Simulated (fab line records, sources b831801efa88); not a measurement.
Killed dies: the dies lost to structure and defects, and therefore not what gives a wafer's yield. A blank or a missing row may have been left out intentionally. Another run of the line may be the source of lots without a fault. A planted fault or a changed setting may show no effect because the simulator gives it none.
Comparing a struck lot with a sound one :: flow sky130 :: 32 steps out of a route of 708
Sound: these wafers, L328.1, L328.3, L328.4. Struck: wafers L340.3, L340.5, L340.6. At the end, the cause is stated.
Each step with rows lists, per side, the tool, then ch with its chambers, then its first start. Under that, the readings that differ: sound wafers :: struck wafers :: difference of the means :: sigmas: that difference in standard deviations of wafers without a fault.
alike: a reading whose means differ by less than 2 such deviations, as well as words and numbers matching on both sides. not compared: withheld readings; readings where some wafer has no value; bounds like >300 that might hide an equal value; numbers whose values overlap and for which the record gives no deviation.
Wherever a step has rows on one side only, a row that says differs or no value, or a row with sigmas, the two part there. Numbers that don't overlap but have no deviation are shown without sigmas and don't part them. Lack of a reading on every wafer of one side parts them only where that side has two or more wafers.

SKY_CAPM_THK_MEAS_01:
  sound: film metro-04 at day 37 03:59; struck: film metro-04 at day 41 14:41
  alike: CAPM_CVD_00_THK
SKY_CAPM_SPUTTER_02: material TiN, target thk 200 nm, time 166.7 s.
  sound: pvd sputter-01 at day 37 04:02; struck: pvd sputter-03 at day 41 14:43
  alike: throttle valve pct
SKY_CAPM_RS_MEAS_03: the measuring method here is four-point-probe.
  sound: film metro-04 at day 37 04:09; struck: film metro-02 at day 41 14:52
  alike: CAPM_TIN_RS
SKY_CAPM_THK_MEAS_04: measures by xrf.
  sound: film metro-04 at day 37 04:16; struck: film metro-02 at day 41 14:58
  alike: CAPM_TIN_THK
then, 7 steps without rows for these wafers: SKY_CAPM_DEHYDRATE_05 (time 60 s); SKY_CAPM_HMDS_06 (prime time 60 s); SKY_CAPM_COAT_07 (resist thk 1140 nm); SKY_CAPM_SOFTBAKE_08 (time 60 s); SKY_CAPM_EXPOSE_09 (exposes mask CAPM, target cd 1000 nm); SKY_CAPM_PEB_10; SKY_CAPM_DEVELOP_11 (develop time 60 s).
SKY_CAPM_OVL_MEAS_12:
  sound: overlay-01 at day 38 05:36; struck: overlay-01 at day 42 13:42
  alike: CAPM_OVL
SKY_CAPM_METAL_ETCH_13: etches TiN in Cl2/BCl3, stops on SiO2, target depth 220 nm, time 62.9 s.
  sound on rie metal-02 ch 0,1, day 38 05:38; struck on rie metal-03 ch 0,1, day 42 13:45
reading: oes product au (a.u.)
sound: 0.939 0.947 0.951
struck: 0.909 0.933 0.917
difference: -0.026
sigmas: -3

reading: run length s (s)
sound: 91.5 91.4 91.5
struck: 93.3 93.2 95.1
difference: +2.4
sigmas: +4

reading: model.SiO2_of_CAPM_CVD_00.thk nm (nm)
sound: 15.28 15.43 15.91
struck: 14.4 14.8 14.9
difference: -0.8
sigmas: 
  alike: drypump motor current A, throttle valve pct
  not compared: rf hours counter h
SKY_CAPM_STRIP_14: strips in O2/N2.
  sound on plasma asher-03 ch 0,1, day 38 05:43; struck on plasma asher-03 ch 0,1, day 42 13:50
  alike: drypump motor current A, oes product au, strip time to endpoint s
  not compared: rf hours counter h
then, 11 steps without rows for these wafers: SKY_CAPM_STRIP_15 (strips in post etch residue remover, time 1200 s); SKY_CAPM_CLEAN_16 (cleans in IPA, time 180 s); SKY_CAPM_CLEAN_17 (cleans in O3/DIW); SKY_METAL3_DEHYDRATE_05 (time 60 s); SKY_METAL3_HMDS_06 (prime time 60 s); SKY_METAL3_COAT_07 (resist thk 60 nm); SKY_METAL3_COAT_08 (resist thk 1140 nm); SKY_METAL3_SOFTBAKE_09 (time 90 s); SKY_METAL3_EXPOSE_10 (exposes mask MM3, target cd 300 nm); SKY_METAL3_PEB_11; SKY_METAL3_DEVELOP_12 (develop time 60 s).
SKY_METAL3_CD_MEAS_13 targets a cd of 300 nm.
  sound: cd sem-02 at day 39 07:29; struck: cd sem-02 at day 43 13:59
reading: cd nm (nm)
sound: 303.1 302.5 303.4
struck: 299.5 300.4 298.7
difference: -3.5
sigmas: -2
SKY_METAL3_OVL_MEAS_14:
  sound: overlay-02 at day 39 07:37; struck: overlay-01 at day 43 14:05
  alike: METAL3_OVL
SKY_METAL3_DESCUM_15: chemistry O2, time 8 s.
  sound on rie metal-02 ch 0,1, day 39 07:39; struck on rie metal-01 ch 0,1, day 43 14:07
  alike: drypump motor current A, oes product au, temp c
  not compared: rf hours counter h
SKY_METAL3_ETCH_16: etches BARC in N2/H2, stops on SiO2, time 88.2 s, target depth 60 nm.
  sound on rie metal-02 ch 0,1, day 39 07:41; struck on rie metal-01 ch 0,1, day 43 14:10
  alike: drypump motor current A, oes product au, run length s, throttle valve pct
  not compared: rf hours counter h
SKY_METAL3_ETCH_17: etches SiO2 in C4F8/O2/Ar, stops on TiN, time 3.9 s, target depth 15 nm.
  sound on rie diel-02 ch 0,2,3, day 39 07:47; struck on rie diel-04 ch 1,2,3, day 43 14:14
reading: oes product au (a.u.)
sound: 0.751 0.759 0.770
struck: 0.729 0.741 0.739
difference: -0.024
sigmas: -3

reading: model.etch.depth nm (nm)
sound: 15.28 15.43 15.91
struck: 14.4 14.8 14.9
difference: -0.8
sigmas: 
  not compared: rf hours counter h
SKY_METAL3_METAL_ETCH_18: etches the open film in Cl2/BCl3, stops on SiO2, target depth 845 nm, time 183.1 s.
  sound on rie metal-03 ch 0,1, day 39 07:48; struck on rie metal-02 ch 0,1, day 43 14:19
  alike: drypump motor current A, oes product au, run length s, throttle valve pct
  not compared: rf hours counter h
-- the record jumps here: 6 days lie between the struck wafers' starts before and after (it left off in module METAL3 and takes up again in module PAD_OPEN, whose first step shown is number 708 of the route) --
SKY_PAD_OPEN_PROBE_99:
  sound: prober-01 at day 46 14:04; struck: prober-02 at day 49 23:17
  alike: defect limited yield, killed_at_M0_to_M3, killed_at_M4_up, killed at contacts, killed at front end, killed at other, killed dies, killed on rim, killed open, killed short, sort_bin_3_pad_short, sort_bin_5_function, sort_bin_6_memory, sort n pass, sort yield pct

== WHERE THEY PART ==
Earliest at SKY_CAPM_METAL_ETCH_13; latest, in this record, at SKY_METAL3_ETCH_17. Later steps at which nothing parts them and some readings are alike: SKY_METAL3_METAL_ETCH_18, SKY_PAD_OPEN_PROBE_99.

WHY: whatever the simulator had introduced
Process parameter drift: rie metal-03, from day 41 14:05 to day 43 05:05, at SKY_CAPM_METAL_ETCH_13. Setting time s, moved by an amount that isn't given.
